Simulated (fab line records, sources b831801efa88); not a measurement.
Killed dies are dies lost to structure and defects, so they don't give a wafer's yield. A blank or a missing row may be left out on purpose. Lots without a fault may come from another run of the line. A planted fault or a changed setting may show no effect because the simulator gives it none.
Chamber matching | flow sky130 | SKY_VIA3_CMP_02 on cmp-02: 4 sister chambers
The step polishes SiO2. 8 wafers are shown with their chamber, then 7 later ones without.

WAFERS WITH THEIR CHAMBER
wafer  | chamber | motor_current_A (A) | retaining_ring_pressure_frac
L963.4 | 0       | 11.6                | 1.005
L964.5 | 0       | 10.7                | 1.006
L964.6 | 1       | 11.4                | 0.997
L968.1 | 2       | 15.1                | 1.007
L968.3 | 3       | 12.4                | 1.003
L968.6 | 3       | 12.8                | 1.001
L972.1 | 2       | 14.1                | 0.996
L972.3 | 1       | 10.9                | 1.005

WAFERS WITHOUT THEIR CHAMBER
wafer  | motor_current_A (A) | retaining_ring_pressure_frac
L972.6 | 11.7                | 0.995
L982.2 | 11.1                | 1.010
L982.4 | 11.3                | 0.994
L982.6 | 11.6                | 1.001
L984.1 | 11.5                | 0.992
L984.3 | 15.7                | 1.000
L984.5 | 11.3                | 0.998

WHICH CHAMBER EACH WENT THROUGH
wafer  | from the rows above          | in truth
L972.6 | can't be placed: 1 or 3 or 0 | 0
L982.2 | can't be placed: 0 or 1      | 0
L982.4 | can't be placed: 1 or 0 or 3 | 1
L982.6 | can't be placed: 1 or 0 or 3 | 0
L984.1 | can't be placed: 1 or 0 or 3 | 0
L984.3 | 2                            | 2
L984.5 | can't be placed: 1 or 0 or 3 | 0
Placed correctly: 1 of 7. Can't be placed from these rows: 6 (the true chamber is among the candidates in 6). Placed wrongly: 0.
How it was worked out, from the rows above alone: a wafer's distance from a chamber is the root of the sum, over the readings, of the square of ((its reading less the chamber's mean) divided by the reading's scatter). The wafer belongs to the nearest chamber; if the next one is less than 2 further off, it can't be placed. A chamber's mean is the mean of its shown wafers. The scatter: the root of (the sum of the squares of (reading less its chamber's mean) over the shown wafers, divided by (wafers less chambers)).
